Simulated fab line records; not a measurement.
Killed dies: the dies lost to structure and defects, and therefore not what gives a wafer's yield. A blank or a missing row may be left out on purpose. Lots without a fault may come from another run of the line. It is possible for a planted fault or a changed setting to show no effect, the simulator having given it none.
fab line records	flow sky130
record lots=10	wafers=30	lastDay=47
route steps=708 shown FIELD_ISO@5 NWELL@77 GATE_OXIDE@189 RES_PROTECT@214
lots that met no fault: taken from a fault-free run of the same line
startH: hours from the record's opening day to when the first of the lot's shown wafers began	waitH: how many hours have passed since the lot's step before this one	" repeats the value in the row above	L1.1+2: several wafers, shown together as one row	- no value present, or no start provided	* or withheld: withheld	< > ~ a bound
route shown NAME@n: names a module that has steps shown in the file, with the first one's number in the route	usual: mean/standard deviation of fault-free wafers	same: alike in all rows	chamber/n: place in a boat	sites: per-site readings	_std_site: the standard deviation of these	_edge_site: mean of outer sites minus mean of inner sites	radiusMm: for every site, how far away it sits from the centre of the wafer	mask NAME#n: copy n	behind: the last tool/chamber to shape the wafer	hold: reason for holding the lot/hours on hold/outcome of the hold	device: transistor that didn't switch, given as n, p or np	end of line: the route-end tests of the same wafers	a step given without rows: its recipe and nothing more	killed: not the wafer's yield, but the dies lost to structure and defects at the first sort	map: per-die view of a wafer (x killed, . not killed, _ where there is no die)
set.NAME: the setting the step ran with; set.NAME@STEP: the setting that earlier step ran with	model.NAME: the simulator's own value behind a step, which no gauge read
one table for each step of the route and one row for each wafer, over a sample of lots
services: the hour from which a tool's chamber was out of use, counted from the record's first day as startH (under 0 if before that day), plus the number of hours and why
## steps
# step SKY_FIELD_ISO_THK_MEAS_04
# recipe reads=Si3N4_of_FIELD_ISO_CVD_03
# usual FIELD_ISO_CVD_03_THK=164.5/1.6
lot.wafer	tool	chamber	startH	waitH	FIELD_ISO_CVD_03_THK[nm]
L324.2	filmMetro-03	-	16.19	0.0	164.6
L324.4	"	-	"	"	165.5
L324.6	"	-	"	"	164.4
L325.2	filmMetro-01	-	19.45	0.0	163.9
L325.4	"	-	"	"	163.4
L325.6	"	-	"	"	163.0
L326.2	filmMetro-02	-	24.14	0.0	164.3
L326.3	"	-	"	"	165.5
L326.5	"	-	"	"	164.3
L327.1	filmMetro-02	-	28.55	0.0	166.0
L327.3	"	-	"	"	166.1
L327.5	"	-	"	"	164.2
L328.1	filmMetro-02	-	35.74	0.0	160.5
L328.4	"	-	"	"	161.3
L328.6	"	-	"	"	160.3
L329.2	filmMetro-01	-	39.39	0.0	167.0
L329.3	"	-	"	"	165.6
L329.6	"	-	"	"	166.9
L330.1	filmMetro-01	-	43.91	0.0	163.1
L330.4	"	-	"	"	162.0
L330.5	"	-	"	"	161.8
L331.3	filmMetro-01	-	49.75	0.0	163.5
L331.5	"	-	"	"	163.6
L331.6	"	-	"	"	163.9
L332.1	filmMetro-01	-	53.58	0.0	166.6
L332.2	"	-	"	"	166.0
L332.4	"	-	"	"	166.8
L333.2	filmMetro-03	-	58.89	0.0	165.0
L333.4	"	-	"	"	165.6
L333.5	"	-	"	"	165.0
# step SKY_NWELL_IMPLANT_24
# recipe species=B	energyKev=140	doseCm2=9.2e+12	tiltDeg=withheld
# usual implantIonAmu=11/0
lot.wafer	tool	chamber	startH	waitH	implantIonAmu
L324.2	implanter-01	0	107.34	0.0	11
L324.4	"	0	"	"	11
L324.6	"	0	"	"	11
L325.2	implanter-04	0	111.54	0.0	11
L325.4	"	0	"	"	11
L325.6	"	0	"	"	11
L326.2	implanter-01	0	114.14	0.0	11
L326.3	"	0	"	"	11
L326.5	"	0	"	"	11
L327.1	implanter-01	0	120.16	0.0	11
L327.3	"	0	"	"	11
L327.5	"	0	"	"	11
L328.1	implanter-02	0	129.37	0.0	11
L328.4	"	0	"	"	11
L328.6	"	0	"	"	11
L329.2	implanter-02	0	133.51	0.0	11
L329.3	"	0	"	"	11
L329.6	"	0	"	"	11
L330.1	implanter-01	0	138.72	0.0	49
L330.4	"	0	"	"	49
L330.5	"	0	"	"	49
L331.3	implanter-02	0	145.32	0.1	49
L331.5	"	0	"	"	49
L331.6	"	0	"	"	49
L332.1	implanter-04	0	151.57	0.0	49
L332.2	"	0	"	"	49
L332.4	"	0	"	"	49
L333.2	implanter-04	0	158.09	0.0	49
L333.4	"	0	"	"	49
L333.5	"	0	"	"	49
# step SKY_NWELL_TW_MEAS_26
# usual NWELL_2_TW=498/6.7
lot.wafer	tool	chamber	startH	waitH	NWELL_2_TW
L324.2	filmMetro-01	-	107.58	0.1	488
L324.4	"	-	"	"	489
L324.6	"	-	"	"	488
L325.2	filmMetro-04	-	111.77	0.1	499
L325.4	"	-	"	"	499
L325.6	"	-	"	"	499
L326.2	filmMetro-04	-	114.38	0.1	499
L326.3	"	-	"	"	497
L326.5	"	-	"	"	499
L327.1	filmMetro-02	-	120.41	0.1	499
L327.3	"	-	"	"	503
L327.5	"	-	"	"	503
L328.1	filmMetro-02	-	129.62	0.1	505
L328.4	"	-	"	"	502
L328.6	"	-	"	"	503
L329.2	filmMetro-02	-	133.74	0.1	503
L329.3	"	-	"	"	505
L329.6	"	-	"	"	504
L330.1	filmMetro-02	-	138.97	0.1	967
L330.4	"	-	"	"	967
L330.5	"	-	"	"	964
L331.3	filmMetro-02	-	145.54	0.1	966
L331.5	"	-	"	"	963
L331.6	"	-	"	"	962
L332.1	filmMetro-04	-	151.82	0.1	954
L332.2	"	-	"	"	958
L332.4	"	-	"	"	955
L333.2	filmMetro-01	-	158.33	0.1	937
L333.4	"	-	"	"	936
L333.5	"	-	"	"	937
# step SKY_GATE_OXIDE_THK_MEAS_02
# recipe reads=SiO2_of_GATE_OXIDE_OXIDATION_01
# usual GATE_OXIDE_OXIDATION_00_THK=10.26/0.17
lot.wafer	tool	chamber	startH	waitH	GATE_OXIDE_OXIDATION_00_THK[nm]
L324.2	filmMetro-01	-	285.48	0.0	10.26
L324.4	"	-	"	"	10.36
L324.6	"	-	"	"	10.61
L325.2	filmMetro-01	-	289.88	0.0	10.24
L325.4	"	-	"	"	10.25
L325.6	"	-	"	"	10.38
L326.2	filmMetro-02	-	294.60	0.0	10.06
L326.3	"	-	"	"	10.02
L326.5	"	-	"	"	10.15
L327.1	filmMetro-01	-	303.68	0.0	10.20
L327.3	"	-	"	"	10.03
L327.5	"	-	"	"	10.03
L328.1	filmMetro-01	-	313.36	0.0	10.13
L328.4	"	-	"	"	10.17
L328.6	"	-	"	"	10.05
L329.2	filmMetro-02	-	322.68	0.0	10.32
L329.3	"	-	"	"	10.19
L329.6	"	-	"	"	10.30
L330.1	filmMetro-01	-	326.95	0.0	10.34
L330.4	"	-	"	"	10.23
L330.5	"	-	"	"	10.40
L331.3	filmMetro-04	-	337.87	0.0	10.26
L331.5	"	-	"	"	10.13
L331.6	"	-	"	"	10.27
L332.1	filmMetro-04	-	347.15	0.0	10.35
L332.2	"	-	"	"	10.17
L332.4	"	-	"	"	10.22
L333.2	filmMetro-04	-	354.09	0.0	10.44
L333.4	"	-	"	"	10.26
L333.5	"	-	"	"	10.39
# step SKY_RES_PROTECT_STRIP_07
# recipe chemistry=O2/N2	powerW=1400	pressureMtorr=1500	platenTempC=withheld	o2FlowSccm=3000	n2FlowSccm=300	overashFraction=0.5
# usual drypumpMotorCurrentA=5.7/0.32	oesProductAu=0.517/0.0046	stripTimeToEndpointS=23.29/0.049
lot.wafer	tool	chamber	startH	waitH	drypumpMotorCurrentA	oesProductAu	rfHoursCounterH	stripTimeToEndpointS
L324.2	plasmaAsher-03	1	341.04	0.1	5.6	0.520	23	23.32
L324.4	"	0	"	"	5.5	0.527	-	23.26
L324.6	"	0	"	"	5.5	0.516	-	23.35
L325.2	plasmaAsher-02	1	346.33	0.1	5.7	0.512	68	23.34
L325.4	"	0	"	"	6.1	0.511	-	23.33
L325.6	"	0	"	"	6.1	0.519	-	23.30
L326.2	plasmaAsher-02	1	352.09	0.1	5.7	0.522	69	23.28
L326.3	"	1	"	"	5.7	0.509	-	23.26
L326.5	"	0	"	"	6.1	0.525	-	23.34
L327.1	plasmaAsher-02	1	359.93	0.1	5.7	0.520	70	23.31
L327.3	"	0	"	"	6.1	0.518	-	23.26
L327.5	"	1	"	"	5.7	0.522	-	23.31
L328.1	plasmaAsher-02	1	372.69	0.1	5.7	0.519	71	23.30
L328.4	"	1	"	"	5.7	0.520	-	23.33
L328.6	"	1	"	"	5.7	0.514	-	23.36
L329.2	plasmaAsher-02	0	380.79	0.1	6.1	0.517	72	23.33
L329.3	"	0	"	"	6.1	0.512	-	23.30
L329.6	"	0	"	"	6.1	0.510	-	23.30
L330.1	plasmaAsher-01	1	386.19	0.1	5.9	0.514	68	23.25
L330.4	"	0	"	"	5.0	0.518	-	23.28
L330.5	"	1	"	"	5.9	0.523	-	23.33
L331.3	plasmaAsher-02	1	398.32	0.1	5.7	0.513	-	23.25
L331.5	"	0	"	"	6.1	0.512	-	23.21
L331.6	"	1	"	"	5.7	0.514	-	23.18
L332.1	plasmaAsher-03	0	408.39	0.1	5.6	0.516	30	23.26
L332.2	"	1	"	"	5.6	0.510	30	23.28
L332.4	"	1	"	"	5.6	0.520	-	23.29
L333.2	plasmaAsher-02	0	414.37	0.1	6.1	0.528	75	23.24
L333.4	"	0	"	"	6.1	0.520	-	23.25
L333.5	"	0	"	"	6.1	0.525	-	23.25
## services
tool	chamber	startH	hours	kind
plasmaAsher-03	-	92.05	4.2	repair
implanter-02	-	96.27	4.8	repair
plasmaAsher-02	-	96.84	0.9	repair
implanter-02	-	101.02	4.5	repair
plasmaAsher-03	-	108.75	9.0	pm
plasmaAsher-03	0	108.75	9.0	ventCycle
plasmaAsher-03	1	108.75	9.0	ventCycle
implanter-02	-	114.54	4.9	pm
plasmaAsher-03	0	117.75	-	clean
plasmaAsher-03	1	117.75	-	clean
plasmaAsher-02	-	126.50	2.8	pm
plasmaAsher-01	-	130.29	4.3	repair
implanter-01	-	188.64	3.9	repair
implanter-02	-	217.56	1.2	repair
implanter-02	-	235.26	0.9	repair
implanter-04	-	239.52	2.2	repair
implanter-04	-	252.28	4.2	pm
implanter-04	-	265.31	4.5	pm
implanter-04	-	299.40	2.0	repair
implanter-04	-	316.49	3.4	pm
implanter-01	-	342.57	104.4	pm
plasmaAsher-01	-	360.48	13.5	repair
plasmaAsher-01	-	383.41	2.2	repair
implanter-02	-	393.17	22.6	pm
## key
firstSign step=SKY_NWELL_IMPLANT_24	reading=implantIonAmu	direction=up	sigmas=99+	usual=11	struck=49
effect step=SKY_NWELL_TW_MEAS_26	reading=NWELL_2_TW	direction=up	sigmas=69	usual=498	struck=956
metAt SKY_NWELL_IMPLANT_24
struckLots L330,L331,L332,L333
testerLeftOut L330,L331,L332,L333
notActingAt SKY_FIELD_ISO_THK_MEAS_04,SKY_GATE_OXIDE_THK_MEAS_02,SKY_RES_PROTECT_STRIP_07
onsetBetween 133.51 138.72
fault kind=wrongRecipeDownload	tool=implanter-01,implanter-02,implanter-04	chamber=-	onsetH=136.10	steps=SKY_NWELL_IMPLANT_24	wrongRecipe.notListed=1
# testerLeftOut: of these lots the tester's yield and bins aren't shown, on N5 and GAA mostly nor the transistor test; their killed dies are dies lost to structure and defects alone, not to doping, threshold or leakage, so they don't give the yield
